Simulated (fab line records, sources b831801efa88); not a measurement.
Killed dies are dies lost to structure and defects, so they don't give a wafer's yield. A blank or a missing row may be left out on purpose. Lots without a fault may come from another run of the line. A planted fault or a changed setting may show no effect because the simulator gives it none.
Chamber matching | flow sky130 | SKY_CAPM_CVD_00 on pecvd-03: 3 sister chambers
The step deposits SiO2, target thk 15.5 nm. 3 wafers are shown with their chamber, then 11 later ones without.

WAFERS WITH THEIR CHAMBER
wafer  | chamber | heater_power_w (W)
L085.3 | 1       | 662
L089.3 | 2       | 597
L090.2 | 0       | 698

WAFERS WITHOUT THEIR CHAMBER
wafer  | heater_power_w (W)
L090.4 | 737
L090.5 | 600
L092.3 | 616
L092.4 | 608
L092.6 | 698
L094.4 | 585
L094.5 | 779
L094.6 | 561
L096.2 | 759
L096.3 | 688
L096.6 | 651

WHICH CHAMBER EACH WENT THROUGH
wafer  | from the rows above          | in truth
L090.4 | can't be placed: 0 or 1      | 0
L090.5 | can't be placed: 2 or 1      | 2
L092.3 | can't be placed: 2 or 1 or 0 | 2
L092.4 | can't be placed: 2 or 1      | 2
L092.6 | can't be placed: 0 or 1      | 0
L094.4 | can't be placed: 2 or 1      | 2
L094.5 | can't be placed: 0 or 1      | 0
L094.6 | can't be placed: 2 or 1      | 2
L096.2 | can't be placed: 0 or 1      | 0
L096.3 | can't be placed: 0 or 1      | 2
L096.6 | can't be placed: 1 or 0 or 2 | 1
Placed correctly: 0 of 11. Can't be placed from these rows: 11 (the true chamber is among the candidates in 10). Placed wrongly: 0.
How it was worked out, from the rows above alone: a wafer's distance from a chamber is the root of the sum, over the readings, of the square of ((its reading less the chamber's mean) divided by the reading's scatter). The wafer belongs to the nearest chamber; if the next one is less than 2 further off, it can't be placed. A chamber's mean is the mean of its shown wafers. The scatter: with one shown wafer a chamber, the root of the mean of the squares of how far each hidden wafer lies from its nearest shown one.
